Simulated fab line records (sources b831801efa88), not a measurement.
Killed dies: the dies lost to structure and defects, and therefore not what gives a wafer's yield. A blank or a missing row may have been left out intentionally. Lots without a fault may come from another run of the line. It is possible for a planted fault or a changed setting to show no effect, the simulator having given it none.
Chamber matching ; flow sky130 ; 4 sister chambers for SKY_LI_CONTACT_ETCH_14 on rie_diel-04
The step etches BARC in N2/H2, stops on SiO2, time 45.9 s, target depth 60 nm. 4 wafers are shown with their chamber, then 10 later ones without.

EACH WAFER AND ITS CHAMBER
wafer;chamber;drypump_motor_current_A (A)
L962.6;2;6.7
L963.5;3;6.3
L971.2;1;6.1
L971.4;0;5.6

WAFERS WITH NO CHAMBER GIVEN
wafer;drypump_motor_current_A (A)
L971.5;5.7
L974.1;6.1
L974.2;6.7
L974.5;6.7
L975.4;5.6
L975.5;6.7
L975.6;6.1
L977.2;5.6
L977.3;6.1
L977.6;5.6

WHICH CHAMBER EACH WENT THROUGH
wafer;from the rows above;in truth
L971.5;0;0
L974.1;1;1
L974.2;2;2
L974.5;2;2
L975.4;0;0
L975.5;2;2
L975.6;1;1
L977.2;0;0
L977.3;1;1
L977.6;0;0
10 of 10 placed correctly. Not placeable from these rows: 0. Wrongly placed: 0.
How it was worked out, from the rows above alone: a wafer's distance from a chamber is the root of the sum, over the readings, of the square of ((its reading less the chamber's mean) divided by the reading's scatter). The wafer belongs to the nearest chamber; if the next one is less than 2 further off, it can't be placed. For every chamber, the mean is computed from those of its wafers that are shown. The scatter: with one shown wafer a chamber, the root of the mean of the squares of how far each hidden wafer lies from its nearest shown one.
